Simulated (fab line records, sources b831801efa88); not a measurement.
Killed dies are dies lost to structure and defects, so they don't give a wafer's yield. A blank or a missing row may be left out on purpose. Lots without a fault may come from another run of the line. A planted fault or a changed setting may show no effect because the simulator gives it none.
fab line records | flow gf180mcu
record lots=5 wafers=15 last_day=34
route steps=602 shown V5@553 TOP_METAL@567 PASSIVATION@587
lots that met no fault: from a run of the same line without faults
start_h: hours from the record's first day to the start of the lot's first wafer shown | wait_h: hours since the lot's step before | " the same as in the row above | L1.1+2: a row that stands for several wafers | - no value, or no start given | * or withheld: withheld | < > ~ a bound
route shown NAME@n: a module of which the file shows steps, and the number in the route of the first | usual: mean/standard deviation of fault-free wafers | same: alike in all rows | chamber/n: place in a boat | sites: the reading at each site | _std_site: their standard deviation | _edge_site: outer sites' mean less inner sites' | radius_mm: how far each site lies from the wafer's centre | mask NAME#n: copy n | behind: the tool/chamber that last shaped the wafer | hold: why the lot was held/for how many hours/how that ended | device: the transistor (n, p or np) that didn't switch | end of line: the same wafers' tests at the end of the route | a step without rows: its recipe alone | killed: dies lost to structure and defects at the first sort, not the wafer's yield | map: a wafer's dies, x killed, . not, _ none there
set.NAME: the setting as run; set.NAME@STEP: as run at that earlier step | model.NAME: the simulator's own value behind a step, which no gauge read
lots at some steps of the route; a table a step, a row a wafer
services: from which hour (start_h, from the record's first day; less than 0 if before it) a tool's chamber was out of use, for how many hours, and why
## steps
# step GF_V5_DEVELOP_13
# recipe develop_time_s=60 resist=KrF dev_temp_c=21
# columns lot.wafer tool chamber start_h wait_h
L082.1+2+6 litho_track-01 0 686.06 0.2
L083.1+3+4 litho_track-01 0 692.66 0.2
L092.2+3+5 litho_track-01 0 752.78 0.2
L093.1+3+4 litho_track-02 0 761.38 0.2
L096.3+5+6 litho_track-02 0 775.08 0.1
# step GF_V5_CD_MEAS_14
# recipe target_cd_nm=260
# usual cd_nm=260.5/1.3
# columns lot.wafer tool chamber start_h wait_h cd_nm
L082.1 cd_sem-02 - 686.21 0.1 260.9
L082.2 " - " " 259.2
L082.6 " - " " 260.4
L083.1 cd_sem-02 - 692.81 0.1 261.4
L083.3 " - " " 262.3
L083.4 " - " " 262.9
L092.2 cd_sem-02 - 752.93 0.1 260.3
L092.3 " - " " 262.5
L092.5 " - " " 261.7
L093.1 cd_sem-02 - 761.53 0.1 259.6
L093.3 " - " " 260.9
L093.4 " - " " 260.0
L096.3 cd_sem-02 - 775.22 0.1 261.4
L096.5 " - " " 260.5
L096.6 " - " " 262.4
# step GF_V5_OVL_MEAS_15
# usual V5_OVL=-1/5.3
# columns lot.wafer tool chamber start_h wait_h V5_OVL[nm]
L082.1 overlay-02 - 686.33 0.1 -9
L082.2 " - " " -2
L082.6 " - " " -8
L083.1 overlay-01 - 692.93 0.1 -8
L083.3 " - " " -12
L083.4 " - " " -11
L092.2 overlay-02 - 753.04 0.1 4
L092.3 " - " " 6
L092.5 " - " " 4
L093.1 overlay-01 - 761.65 0.1 1
L093.3 " - " " -2
L093.4 " - " " 3
L096.3 overlay-01 - 775.32 0.1 4
L096.5 " - " " -1
L096.6 " - " " 2
# step GF_V5_ETCH_16
# recipe chemistry=N2/H2 target_depth_a=withheld overetch_a=withheld time_s=withheld target=BARC ion_energy_ev=200 source_w=500 bias_w=100 pressure_mtorr=30 n2_flow_sccm=100 h2_flow_sccm=200
# usual chamber_pressure_mTorr=30.003/0.027 drypump_motor_current_A=5.8/0.38 oes_product_au=0.855/0.0043 throttle_valve_pct=13.224/0.01
# columns lot.wafer tool chamber start_h wait_h chamber_pressure_mTorr drypump_motor_current_A oes_product_au throttle_valve_pct
L082.1 rie_diel-01 0 686.37 0.0 30.009 5.4 0.855 13.223
L082.2 " 3 " " 30.006 6.5 0.850 13.207
L082.6 " 2 " " 29.962 5.7 0.856 13.222
L083.1 rie_diel-03 1 692.97 0.0 29.937 5.9 0.859 13.223
L083.3 " 2 " " 29.981 5.9 0.858 13.232
L083.4 " 0 " " 29.999 6.2 0.859 13.224
L092.2 rie_diel-01 2 753.07 0.0 30.054 5.7 0.854 13.213
L092.3 " 3 " " 29.995 6.5 0.848 13.227
L092.5 " 2 " " 30.008 5.7 0.863 13.236
L093.1 rie_diel-04 3 761.69 0.0 29.971 5.6 0.852 13.217
L093.3 " 0 " " 30.083 5.3 0.854 13.221
L093.4 " 1 " " 29.964 5.4 0.854 13.216
L096.3 rie_diel-04 1 775.34 0.0 30.006 5.4 0.855 13.222
L096.5 " 1 " " 30.016 5.3 0.854 13.226
L096.6 " 0 " " 29.996 5.3 0.856 13.229
# step GF_V5_ETCH_17
# recipe chemistry=C4F8/O2/Ar mask_material=KrF target=SiO2 stop_on=TiN source_w=1500 bias_w=1200 pressure_mtorr=40 c4f8_flow_sccm=withheld O2_flow_sccm=6 Ar_flow_sccm=300 time_s=withheld target_depth_a=8550
# usual chamber_pressure_mTorr=40.00/0.037 oes_product_au=0.859/0.0048
# columns lot.wafer tool chamber start_h wait_h chamber_pressure_mTorr oes_product_au
L082.1 rie_diel-01 0 - - 39.95 0.849
L082.2 " 3 " " 40.04 0.859
L082.6 " 2 " " 40.03 0.855
L083.1 rie_diel-03 1 - - 40.06 0.860
L083.3 " 2 " " 40.03 0.859
L083.4 " 0 " " 39.97 0.855
L092.2 rie_diel-01 2 - - 40.03 0.864
L092.3 " 3 " " 39.98 0.856
L092.5 " 2 " " 39.96 0.856
L093.1 rie_diel-04 3 - - 39.97 0.875
L093.3 " 0 " " 39.94 0.851
L093.4 " 1 " " 40.06 0.860
L096.3 rie_diel-04 1 - - 40.11 0.860
L096.5 " 1 " " 39.99 0.856
L096.6 " 0 " " 40.02 0.865
# step GF_V5_STRIP_18
# recipe chemistry=O2/N2 power_w=1400 pressure_mtorr=1500 platen_temp_c=250 o2_flow_sccm=3000 n2_flow_sccm=300 overash_fraction=0.5
# usual chamber_pressure_mTorr=1500.0/1.2 drypump_motor_current_A=5.70/0.29 heater_power_w=363/56 oes_product_au=0.568/0.005
# columns lot.wafer tool chamber start_h wait_h chamber_pressure_mTorr drypump_motor_current_A heater_power_w oes_product_au rf_hours_counter_h
L082.1 plasma_asher-04 1 686.52 - 1500.3 5.38 368 0.563 59
L082.2 " 0 " " 1501.9 5.63 319 0.572 59
L082.6 " 0 " " 1500.6 5.64 314 0.573 -
L083.1 plasma_asher-01 0 693.12 - 1499.6 5.54 459 0.572 29
L083.3 " 0 " " 1499.8 5.52 462 0.556 -
L083.4 " 1 " " 1499.6 6.22 341 0.568 -
L092.2 plasma_asher-03 1 753.22 - 1499.4 5.50 320 0.564 100
L092.3 " 0 " " 1500.2 5.78 332 0.566 -
L092.5 " 1 " " 1499.6 5.51 311 0.572 -
L093.1 plasma_asher-01 1 761.84 - 1499.3 6.21 335 0.563 34
L093.3 " 1 " " 1498.7 6.21 344 0.565 -
L093.4 " 0 " " 1501.5 5.55 465 0.572 -
L096.3 plasma_asher-03 1 775.53 - 1501.1 5.52 323 0.571 -
L096.5 " 1 " " 1499.0 5.50 316 0.568 -
L096.6 " 0 " " 1500.8 5.76 327 0.573 -
# step GF_V5_STRIP_19
# recipe chemistry=post_etch_residue_remover time_s=1200 temp_c=72.5
# columns lot.wafer tool chamber start_h wait_h
L082.1+2+6 wet_bench-02 1 686.62 0.1
L083.1+3+4 wet_bench-03 0 693.22 0.1
L092.2+3+5 wet_bench-04 0 753.32 0.1
L093.1+3+4 wet_bench-04 0 761.94 0.1
L096.3+5+6 wet_bench-02 3 775.59 0.0
# step GF_V5_CLEAN_20
# recipe chemistry=DIW dry=n2_spin
# columns lot.wafer tool chamber start_h wait_h
L082.1+2+6 wet_bench-04 3 686.96 0.0
L083.1+3+4 wet_bench-04 3 693.56 0.0
L092.2+3+5 wet_bench-03 0 753.69 0.0
L093.1+3+4 wet_bench-02 0 762.32 0.0
L096.3+5+6 wet_bench-03 2 775.93 0.0
# step GF_V5_SPUTTER_21
# recipe material=Ti target_thk_nm=15 chamber_pressure_pa=5 power_w=2500 substrate_temp_c=200 time_s=80.02
# usual throttle_valve_pct=30.3/0.97
# columns lot.wafer tool chamber start_h wait_h throttle_valve_pct
L082.1 pvd_sputter-04 - 687.05 0.0 29.7
L082.2 " - " " 28.6
L082.6 " - " " 30.7
L083.1 pvd_sputter-03 - 693.67 0.0 31.5
L083.3 " - " " 30.2
L083.4 " - " " 31.0
L092.2 pvd_sputter-03 - 753.79 0.0 30.8
L092.3 " - " " 30.1
L092.5 " - " " 31.2
L093.1 pvd_sputter-02 - 762.41 0.0 28.8
L093.3 " - " " 30.4
L093.4 " - " " 30.7
L096.3 pvd_sputter-04 - 776.03 0.0 28.3
L096.5 " - " " 28.3
L096.6 " - " " 29.9
# step GF_V5_SPUTTER_22
# recipe material=TiN target_thk_nm=10 chamber_pressure_pa=5 power_w=4000 time_s=40
# usual throttle_valve_pct=30.3/0.97
# columns lot.wafer tool chamber start_h wait_h throttle_valve_pct
L082.1 pvd_sputter-04 - 687.11 0.0 29.6
L082.2 " - " " 28.7
L082.6 " - " " 30.9
L083.1 pvd_sputter-03 - 693.73 0.0 31.2
L083.3 " - " " 30.1
L083.4 " - " " 30.9
L092.2 pvd_sputter-03 - 753.85 0.0 30.8
L092.3 " - " " 30.1
L092.5 " - " " 30.7
L093.1 pvd_sputter-02 - 762.47 0.0 28.9
L093.3 " - " " 30.3
L093.4 " - " " 30.4
L096.3 pvd_sputter-04 - 776.10 0.0 28.7
L096.5 " - " " 28.3
L096.6 " - " " 29.9
# step GF_V5_CVD_23
# recipe material=W target_thk_nm=350 time_s=104.9 temp_c=400 pressure_torr=40
# usual heater_power_w=828/36
# columns lot.wafer tool chamber start_h wait_h heater_power_w
L082.1 cvd_w-02 0 687.15 0.0 847
L082.2 " 1 " " 790
L082.6 " 0 " " 831
L083.1 cvd_w-02 1 693.77 0.0 791
L083.3 " 0 " " 822
L083.4 " 1 " " 781
L092.2 cvd_w-01 1 753.89 0.0 876
L092.3 " 0 " " 854
L092.5 " 1 " " 886
L093.1 cvd_w-01 0 762.51 0.0 847
L093.3 " 0 " " 836
L093.4 " 1 " " 900
L096.3 cvd_w-02 0 776.17 0.1 840
L096.5 " 1 " " 791
L096.6 " 0 " " 833
# step GF_V5_RS_MEAS_24
# recipe thk_meas_gauge=four-point-probe reads=W_of_V5_CVD_23+TiN_of_V5_SPUTTER_22+Ti_of_V5_SPUTTER_21
# usual V5_W_RS=0.325/0.0031
# columns lot.wafer tool chamber start_h wait_h V5_W_RS[ohm/sq]
L082.1 film_metro-01 - 687.26 0.1 0.322
L082.2 " - " " 0.326
L082.6 " - " " 0.326
L083.1 film_metro-01 - 693.88 0.1 0.327
L083.3 " - " " 0.328
L083.4 " - " " 0.328
L092.2 film_metro-03 - 754.02 0.1 0.322
L092.3 " - " " 0.320
L092.5 " - " " 0.325
L093.1 film_metro-01 - 762.62 0.1 0.322
L093.3 " - " " 0.325
L093.4 " - " " 0.326
L096.3 film_metro-01 - 776.29 0.1 0.325
L096.5 " - " " 0.320
L096.6 " - " " 0.325
# step GF_V5_THK_MEAS_25
# recipe thk_meas_gauge=xrf reads=W_of_V5_CVD_23
# usual V5_W_THK=375/5.1
# columns lot.wafer tool chamber start_h wait_h V5_W_THK[nm]
L082.1 film_metro-01 - 687.38 0.1 385
L082.2 " - " " 380
L082.6 " - " " 380
L083.1 film_metro-01 - 694.00 0.1 379
L083.3 " - " " 377
L083.4 " - " " 378
L092.2 film_metro-03 - 754.13 0.1 375
L092.3 " - " " 382
L092.5 " - " " 372
L093.1 film_metro-01 - 762.74 0.1 380
L093.3 " - " " 378
L093.4 " - " " 378
L096.3 film_metro-01 - 776.39 0.1 378
L096.5 " - " " 382
L096.6 " - " " 379
# step GF_V5_CMP_26
# recipe stop_on=SiO2 down_force_psi=3.5 platen_rpm=60 t_overpolish_s=15 target_thk_nm=0 pad_velocity_m_s=0.94248
# usual motor_current_A=11.2/1.2 overpolish_run_s=14.999/0.0089 platen_rpm=60.00/0.037 time_to_endpoint_s=86/4.2
# columns lot.wafer tool chamber start_h wait_h motor_current_A overpolish_run_s platen_rpm time_to_endpoint_s
L082.1 cmp-02 0 687.44 0.1 10.5 15.007 60.02 93
L082.2 " 1 " " 12.8 15.014 60.02 94
L082.6 " 1 " " 12.0 14.994 59.98 90
L083.1 cmp-02 3 694.39 0.4 12.1 15.002 59.99 83
L083.4 " 0 " " 11.5 15.029 59.97 87
L083.3 " 1 " " 11.8 15.013 59.97 90
L092.2 cmp-01 1 754.18 0.0 10.2 15.008 59.97 85
L092.3 " 0 " " 13.2 14.998 59.99 85
L092.5 " 2 " " 11.6 14.992 59.98 88
L093.1 cmp-02 1 762.80 0.1 12.3 15.000 60.00 86
L093.3 " 2 " " 10.7 14.981 59.95 80
L093.4 " 3 " " 12.1 15.003 59.97 82
L096.3 cmp-02 3 776.58 0.2 12.2 15.008 59.96 78
L096.5 " 0 " " 11.0 15.017 60.01 87
L096.6 " 1 " " 12.3 14.989 59.97 88
# step GF_TOP_METAL_SPUTTER_00
# recipe material=Ti target_thk_nm=37.5 arriving_ion_energy_ev=80 substrate_temp_c=200 chamber_pressure_pa=2 power_w=4000 time_s=150
# usual throttle_valve_pct=30.5/0.88
# columns lot.wafer tool chamber start_h wait_h throttle_valve_pct
L082.1 pvd_sputter-02 - 687.74 0.2 30.4
L082.2 " - " " 30.0
L082.6 " - " " 28.8
L083.1 pvd_sputter-03 - 694.64 0.2 30.4
L083.3 " - " " 31.2
L083.4 " - " " 31.8
L092.2 pvd_sputter-02 - 754.48 0.2 30.4
L092.3 " - " " 28.9
L092.5 " - " " 30.1
L093.1 pvd_sputter-03 - 763.10 0.2 31.0
L093.3 " - " " 31.9
L093.4 " - " " 30.2
L096.3 pvd_sputter-02 - 776.73 0.1 29.5
L096.5 " - " " 30.0
L096.6 " - " " 29.9
# step GF_TOP_METAL_SPUTTER_01
# recipe material=TiN target_thk_nm=30 power_w=6500 time_s=25 chamber_pressure_pa=0.4
# usual throttle_valve_pct=30.5/0.88
# columns lot.wafer tool chamber start_h wait_h throttle_valve_pct
L082.1 pvd_sputter-02 - 687.84 0.1 30.3
L082.2 " - " " 30.0
L082.6 " - " " 28.6
L083.1 pvd_sputter-03 - 694.74 0.1 30.2
L083.3 " - " " 31.2
L083.4 " - " " 32.0
L092.2 pvd_sputter-02 - 754.58 0.1 30.4
L092.3 " - " " 29.1
L092.5 " - " " 30.3
L093.1 pvd_sputter-03 - 763.20 0.1 31.1
L093.3 " - " " 32.1
L093.4 " - " " 30.0
L096.3 pvd_sputter-02 - 776.83 0.1 29.6
L096.5 " - " " 30.1
L096.6 " - " " 29.6
# step GF_TOP_METAL_SPUTTER_02
# recipe material=AlCu target_thk_nm=900 power_w=10600 chamber_pressure_pa=0.3 substrate_temp_c=250 gas=Ar time_s=47.82
# usual throttle_valve_pct=30.5/0.9
# columns lot.wafer tool chamber start_h wait_h throttle_valve_pct
L082.1 pvd_sputter-02 - 687.88 0.0 30.4
L082.2 " - " " 30.2
L082.6 " - " " 29.0
L083.1 pvd_sputter-03 - 694.77 0.0 30.2
L083.3 " - " " 31.3
L083.4 " - " " 32.3
L092.2 pvd_sputter-02 - 754.61 0.0 30.5
L092.3 " - " " 28.9
L092.5 " - " " 30.4
L093.1 pvd_sputter-03 - 763.23 0.0 31.2
L093.3 " - " " 31.9
L093.4 " - " " 30.2
L096.3 pvd_sputter-02 - 776.86 0.0 29.5
L096.5 " - " " 30.2
L096.6 " - " " 29.5
# step GF_TOP_METAL_SPUTTER_03
# recipe material=Ti target_thk_nm=5 substrate_temp_c=300 chamber_pressure_pa=0.3 power_w=3000 time_s=3.3
# usual throttle_valve_pct=30.5/0.86
# columns lot.wafer tool chamber start_h wait_h throttle_valve_pct
L082.1 pvd_sputter-02 - 687.92 0.0 30.7
L082.2 " - " " 30.2
L082.6 " - " " 29.0
L083.1 pvd_sputter-03 - 694.81 0.0 30.1
L083.3 " - " " 31.6
L083.4 " - " " 31.9
L092.2 pvd_sputter-02 - 754.66 0.0 30.6
L092.3 " - " " 28.8
L092.5 " - " " 30.1
L093.1 pvd_sputter-03 - 763.27 0.0 31.2
L093.3 " - " " 32.0
L093.4 " - " " 30.1
L096.3 pvd_sputter-02 - 776.90 0.0 29.5
L096.5 " - " " 30.3
L096.6 " - " " 29.8
# step GF_TOP_METAL_SPUTTER_04
# recipe material=TiN target_thk_nm=25 power_w=6500 time_s=20.8 chamber_pressure_pa=0.4
# usual throttle_valve_pct=30.5/0.89
# columns lot.wafer tool chamber start_h wait_h throttle_valve_pct
L082.1 pvd_sputter-02 - 687.94 0.0 30.5
L082.2 " - " " 29.9
L082.6 " - " " 28.8
L083.1 pvd_sputter-03 - 694.83 0.0 30.2
L083.3 " - " " 31.2
L083.4 " - " " 32.0
L092.2 pvd_sputter-02 - 754.68 0.0 30.3
L092.3 " - " " 28.6
L092.5 " - " " 30.4
L093.1 pvd_sputter-03 - 763.29 0.0 30.9
L093.3 " - " " 32.1
L093.4 " - " " 30.2
L096.3 pvd_sputter-02 - 776.92 0.0 29.8
L096.5 " - " " 30.5
L096.6 " - " " 29.5
# step GF_TOP_METAL_RS_MEAS_05
# recipe thk_meas_gauge=four-point-probe reads=TiN_of_TOP_METAL_SPUTTER_04+Ti_of_TOP_METAL_SPUTTER_03+AlCu_of_TOP_METAL_SPUTTER_02+TiN_of_TOP_METAL_SPUTTER_01+Ti_of_TOP_METAL_SPUTTER_00
# usual TOP_METAL_ALCU_RS=0.0329/0.00038
# columns lot.wafer tool chamber start_h wait_h TOP_METAL_ALCU_RS[ohm/sq]
L082.1 film_metro-03 - 687.97 0.0 0.0330
L082.2 " - " " 0.0327
L082.6 " - " " 0.0328
L083.1 film_metro-01 - 694.86 0.0 0.0324
L083.3 " - " " 0.0321
L083.4 " - " " 0.0321
L092.2 film_metro-04 - 754.72 0.0 0.0332
L092.3 " - " " 0.0334
L092.5 " - " " 0.0329
L093.1 film_metro-04 - 763.32 0.0 0.0326
L093.3 " - " " 0.0324
L093.4 " - " " 0.0325
L096.3 film_metro-04 - 776.99 0.1 0.0326
L096.5 " - " " 0.0328
L096.6 " - " " 0.0325
# step GF_TOP_METAL_THK_MEAS_06
# recipe thk_meas_gauge=xrf reads=AlCu_of_TOP_METAL_SPUTTER_02
# usual TOP_METAL_ALCU_THK=895/13
# columns lot.wafer tool chamber start_h wait_h TOP_METAL_ALCU_THK[nm]
L082.1 film_metro-03 - 688.09 0.1 903
L082.2 " - " " 910
L082.6 " - " " 911
L083.1 film_metro-01 - 694.98 0.1 896
L083.3 " - " " 903
L083.4 " - " " 903
L092.2 film_metro-04 - 754.83 0.1 887
L092.3 " - " " 882
L092.5 " - " " 893
L093.1 film_metro-04 - 763.44 0.1 906
L093.3 " - " " 912
L093.4 " - " " 901
L096.3 film_metro-04 - 777.09 0.1 908
L096.5 " - " " 893
L096.6 " - " " 906
# step GF_TOP_METAL_DEHYDRATE_07
# recipe temp_c=200 time_s=60
# columns lot.wafer tool chamber start_h wait_h
L082.1+2+6 litho_track-02 0 696.98 8.9
L083.1+3+4 litho_track-04 0 703.72 8.7
L092.2+3+5 litho_track-03 0 762.15 7.3
L093.1+3+4 litho_track-02 0 770.98 7.5
L096.3+5+6 litho_track-02 0 784.18 7.1
# step GF_TOP_METAL_HMDS_08
# recipe prime_time_s=60 prime_temp_c=120
# columns lot.wafer tool chamber start_h wait_h
L082.1+2+6 litho_track-02 0 697.13 0.1
L083.1+3+4 litho_track-04 0 703.87 0.1
L092.2+3+5 litho_track-03 0 762.30 0.1
L093.1+3+4 litho_track-02 0 771.13 0.1
L096.3+5+6 litho_track-02 0 784.33 0.1
# step GF_TOP_METAL_COAT_09
# recipe resist=NOVOLAK spin_rpm=3000 resist_thk_nm=1500
# columns lot.wafer tool chamber start_h wait_h
L082.1+2+6 litho_track-02 0 697.28 0.1
L083.1+3+4 litho_track-04 0 704.02 0.1
L092.2+3+5 litho_track-03 0 762.45 0.1
L093.1+3+4 litho_track-02 0 771.28 0.1
L096.3+5+6 litho_track-02 0 784.48 0.1
# step GF_TOP_METAL_SOFTBAKE_10
# recipe temp_c=90 time_s=60 resist=NOVOLAK
# columns lot.wafer tool chamber start_h wait_h
L082.1+2+6 litho_track-02 0 697.43 0.1
L083.1+3+4 litho_track-04 0 704.17 0.1
L092.2+3+5 litho_track-03 0 762.60 0.1
L093.1+3+4 litho_track-02 0 771.43 0.1
L096.3+5+6 litho_track-02 0 784.63 0.1
# step GF_TOP_METAL_EXPOSE_11
# recipe mask_id=MetalTop target_cd_nm=440 na=0.6 source_shape=conventional sigma_outer=0.6 dose_mj=170
# same na=0.6 sigma_outer=0.6
# columns lot.wafer tool chamber start_h wait_h mask
L082.1+2+6 iline_stepper-01 0 - - MetalTop#0
L083.1+3+4 iline_stepper-02 0 - - MetalTop#0
L092.2+3+5 iline_stepper-01 0 - - MetalTop#0
L093.1+3+4 iline_stepper-01 0 - - MetalTop#0
L096.3+5+6 iline_stepper-02 0 - - MetalTop#0
# step GF_TOP_METAL_PEB_12
# recipe temp_c=withheld time_s=* resist=NOVOLAK
# columns lot.wafer tool chamber start_h wait_h
L082.1+2+6 litho_track-02 0 - -
L083.1+3+4 litho_track-04 0 - -
L092.2+3+5 litho_track-03 0 - -
L093.1+3+4 litho_track-02 0 - -
L096.3+5+6 litho_track-02 0 - -
# step GF_TOP_METAL_DEVELOP_13
# recipe develop_time_s=60 dev_temp_c=23
# columns lot.wafer tool chamber start_h wait_h
L082.1+2+6 litho_track-02 0 706.28 0.1
L083.1+3+4 litho_track-04 0 712.77 0.1
L092.2+3+5 litho_track-03 0 770.55 0.1
L093.1+3+4 litho_track-02 0 778.93 0.1
L096.3+5+6 litho_track-02 0 792.03 0.1
# step GF_TOP_METAL_CD_MEAS_14
# recipe target_cd_nm=440
# usual cd_nm=439.9/2.4
# columns lot.wafer tool chamber start_h wait_h cd_nm
L082.1 cd_sem-02 - 706.43 0.1 442.2
L082.2 " - " " 443.7
L082.6 " - " " 442.7
L083.1 cd_sem-01 - 712.92 0.1 441.4
L083.3 " - " " 439.0
L083.4 " - " " 438.2
L092.2 cd_sem-02 - 770.69 0.1 440.0
L092.3 " - " " 439.4
L092.5 " - " " 439.6
L093.1 cd_sem-01 - 779.08 0.1 439.0
L093.3 " - " " 439.4
L093.4 " - " " 439.1
L096.3 cd_sem-02 - 792.17 0.1 444.2
L096.5 " - " " 440.9
L096.6 " - " " 442.0
# step GF_TOP_METAL_OVL_MEAS_15
# usual TOP_METAL_OVL=0.4/1.4
# columns lot.wafer tool chamber start_h wait_h TOP_METAL_OVL[nm]
L082.1 overlay-01 - 706.55 0.1 1.6
L082.2 " - " " 0.5
L082.6 " - " " 0.8
L083.1 overlay-02 - 713.04 0.1 2.2
L083.3 " - " " 1.4
L083.4 " - " " 2.1
L092.2 overlay-01 - 770.80 0.1 1.0
L092.3 " - " " -0.1
L092.5 " - " " 1.8
L093.1 overlay-02 - 779.20 0.1 -1.2
L093.3 " - " " -1.8
L093.4 " - " " -1.7
L096.3 overlay-02 - 792.27 0.1 1.7
L096.5 " - " " -0.5
L096.6 " - " " 1.1
# step GF_TOP_METAL_METAL_ETCH_16
# recipe chemistry=Cl2/BCl3 mask_material=NOVOLAK target_depth_nm=1197 stop_on=SiO2 pressure_mtorr=8 icp_w=800 bias_w=140 Cl2_flow_sccm=80 bcl3_flow_sccm=40 time_s=199.5
# usual chamber_pressure_mTorr=8.000/0.0069 drypump_motor_current_A=5.9/0.33 oes_product_au=0.991/0.0055 throttle_valve_pct=28.229/0.0098
# columns lot.wafer tool chamber start_h wait_h chamber_pressure_mTorr drypump_motor_current_A oes_product_au rf_hours_counter_h throttle_valve_pct
L082.1 rie_metal-03 0 706.59 0.0 8.005 6.1 0.992 14 28.221
L082.2 " 1 " " 7.999 5.7 0.990 16 28.237
L082.6 " 0 " " 8.003 6.1 0.993 - 28.225
L083.1 rie_metal-02 1 713.07 0.0 7.997 6.4 0.980 18 28.225
L083.3 " 1 " " 7.997 6.4 0.981 - 28.238
L083.4 " 1 " " 7.993 6.4 0.980 - 28.238
L092.2 rie_metal-02 1 770.83 0.0 8.007 6.4 0.992 2 28.229
L092.3 " 0 " " 8.008 6.4 1.004 - 28.226
L092.5 " 1 " " 8.006 6.4 0.975 - 28.247
L093.1 rie_metal-04 0 779.24 0.0 7.996 5.5 0.992 11 28.217
L093.3 " 0 " " 7.988 5.5 0.985 - 28.228
L093.4 " 1 " " 8.000 5.8 0.999 - 28.230
L096.3 rie_metal-02 0 792.35 0.1 7.987 6.4 0.996 - 28.221
L096.5 " 1 " " 7.997 6.4 0.984 - 28.235
L096.6 " 0 " " 7.997 6.4 1.000 - 28.207
# step GF_TOP_METAL_STRIP_17
# recipe chemistry=O2/N2 power_w=1400 pressure_mtorr=1500 platen_temp_c=250 o2_flow_sccm=3000 n2_flow_sccm=300 overash_fraction=0.5
# usual chamber_pressure_mTorr=1500.0/1.4 drypump_motor_current_A=5.7/0.32 heater_power_w=364/57 oes_product_au=0.710/0.0046 strip_time_to_endpoint_s=12.89/0.074
# columns lot.wafer tool chamber start_h wait_h chamber_pressure_mTorr drypump_motor_current_A heater_power_w oes_product_au rf_hours_counter_h strip_time_to_endpoint_s
L082.1 plasma_asher-04 1 706.78 0.1 1499.5 5.4 378 0.718 61 12.92
L082.2 " 0 " " 1500.4 5.7 316 0.710 61 12.98
L082.6 " 1 " " 1500.9 5.4 395 0.713 - 13.01
L083.1 plasma_asher-02 1 713.46 0.3 1498.4 5.3 330 0.711 110 13.01
L083.3 " 0 " " 1498.2 5.9 296 0.707 - 13.02
L083.4 " 1 " " 1499.7 5.3 321 0.704 - 12.96
L092.2 plasma_asher-04 0 771.02 0.1 1500.1 5.6 317 0.711 69 12.94
L092.3 " 1 " " 1499.1 5.4 371 0.711 - 12.82
L092.5 " 1 " " 1498.2 5.4 382 0.710 - 13.02
L093.1 plasma_asher-01 1 779.43 0.1 1500.8 6.2 330 0.708 36 12.85
L093.3 " 1 " " 1498.2 6.2 337 0.707 - 12.91
L093.4 " 0 " " 1501.7 5.6 461 0.710 - 12.76
L096.3 plasma_asher-01 1 792.51 0.1 1503.0 6.2 334 0.709 - 12.77
L096.5 " 0 " " 1499.9 5.6 464 0.716 - 12.92
L096.6 " 1 " " 1499.3 6.2 343 0.703 - 12.78
# step GF_TOP_METAL_STRIP_18
# recipe chemistry=post_etch_residue_remover time_s=1200 temp_c=72.5
# columns lot.wafer tool chamber start_h wait_h
L082.1+2+6 wet_bench-01 3 706.88 0.1
L083.1+3+4 wet_bench-03 2 713.56 0.1
L092.2+3+5 wet_bench-03 0 771.12 0.1
L093.1+3+4 wet_bench-03 1 779.53 0.1
L096.3+5+6 wet_bench-01 2 792.58 0.0
# step GF_TOP_METAL_CLEAN_19
# recipe chemistry=DIW dry=n2_spin
# columns lot.wafer tool chamber start_h wait_h
L082.1+2+6 wet_bench-04 0 707.22 0.0
L083.1+3+4 wet_bench-04 3 713.93 0.0
L092.2+3+5 wet_bench-01 3 771.49 0.0
L093.1+3+4 wet_bench-01 3 779.94 0.0
L096.3+5+6 wet_bench-03 0 792.92 0.0
# step GF_PASSIVATION_CVD_00
# recipe material=SiO2 target_thk_nm=1000 precursor=TEOS temp_c=400 time_s=111.95 rf_w=600
# usual heater_power_w=729/82
# columns lot.wafer tool chamber start_h wait_h heater_power_w
L082.1 pecvd-04 1 707.31 0.0 807
L082.2 " 0 " " 758
L082.6 " 2 " " 741
L083.1 pecvd-01 2 714.02 0.0 744
L083.3 " 0 " " 649
L083.4 " 1 " " 700
L092.2 pecvd-03 0 771.58 0.0 636
L092.3 " 2 " " 785
L092.5 " 1 " " 656
L093.1 pecvd-03 2 780.03 0.0 818
L093.3 " 0 " " 753
L093.4 " 0 " " 625
L096.3 pecvd-01 2 793.02 0.0 801
L096.5 " 0 " " 590
L096.6 " 1 " " 581
# step GF_PASSIVATION_THK_MEAS_01
# recipe reads=SiO2_of_PASSIVATION_CVD_00
# usual PASSIVATION_CVD_00_THK=996/13
# columns lot.wafer tool chamber start_h wait_h PASSIVATION_CVD_00_THK[nm]
L082.1 film_metro-02 - 707.39 0.0 980
L082.2 " - " " 984
L082.6 " - " " 991
L083.1 film_metro-04 - 714.10 0.0 988
L083.3 " - " " 994
L083.4 " - " " 1004
L092.2 film_metro-03 - 771.67 0.0 990
L092.3 " - " " 980
L092.5 " - " " 990
L093.1 film_metro-02 - 780.11 0.0 990
L093.3 " - " " 1013
L093.4 " - " " 1029
L096.3 film_metro-03 - 793.12 0.1 987
L096.5 " - " " 1016
L096.6 " - " " 1006
# step GF_PASSIVATION_CVD_02
# recipe material=Si3N4 target_thk_nm=700 time_s=486.18 temp_c=400 rf_w=450
# usual heater_power_w=791/94
# columns lot.wafer tool chamber start_h wait_h heater_power_w
L082.1 pecvd-03 0 707.45 0.1 739
L082.2 " 1 " " 766
L082.6 " 2 " " 787
L083.1 pecvd-03 0 714.16 0.1 825
L083.3 " 1 " " 823
L083.4 " 0 " " 662
L092.2 pecvd-01 1 771.72 0.0 728
L092.3 " 0 " " 761
L092.5 " 1 " " 756
L093.1 pecvd-04 2 780.17 0.1 779
L093.3 " 0 " " 950
L093.4 " 0 " " 991
L096.3 pecvd-04 2 793.16 0.0 716
L096.5 " 0 " " 930
L096.6 " 1 " " 868
## services
# columns tool chamber start_h hours kind
iline_stepper-02 - 691.45 1.9 repair
pecvd-04 0 696.33 1.7 repair
cvd_w-01 - 699.90 14.6 pm
rie_diel-01 1 699.92 3.9 repair
rie_diel-03 2 700.40 16.7 repair
plasma_asher-01 - 705.53 6.6 repair
rie_diel-04 3 712.24 4.1 repair
cvd_w-02 0 716.91 1.9 repair
wet_bench-01 - 722.89 37.2 repair
pecvd-03 - 724.41 4.3 pm
iline_stepper-02 - 730.47 1.7 pm
rie_diel-04 2 730.93 7.4 repair
cmp-02 - 731.46 7.2 pm
plasma_asher-01 - 731.96 8.2 repair
iline_stepper-01 - 732.17 8.9 pm
cvd_w-01 - 741.19 6.9 pm
cmp-02 - 744.24 4.0 pm
cvd_w-02 1 748.25 7.8 repair
cmp-02 - 750.66 0.7 repair
iline_stepper-01 - 765.73 4.4 pm
rie_diel-04 2 768.63 2.9 repair
pecvd-04 - 781.72 2.8 pm
cvd_w-01 0 784.78 2.0 repair
rie_diel-01 3 792.60 16.5 repair
## key
fault none
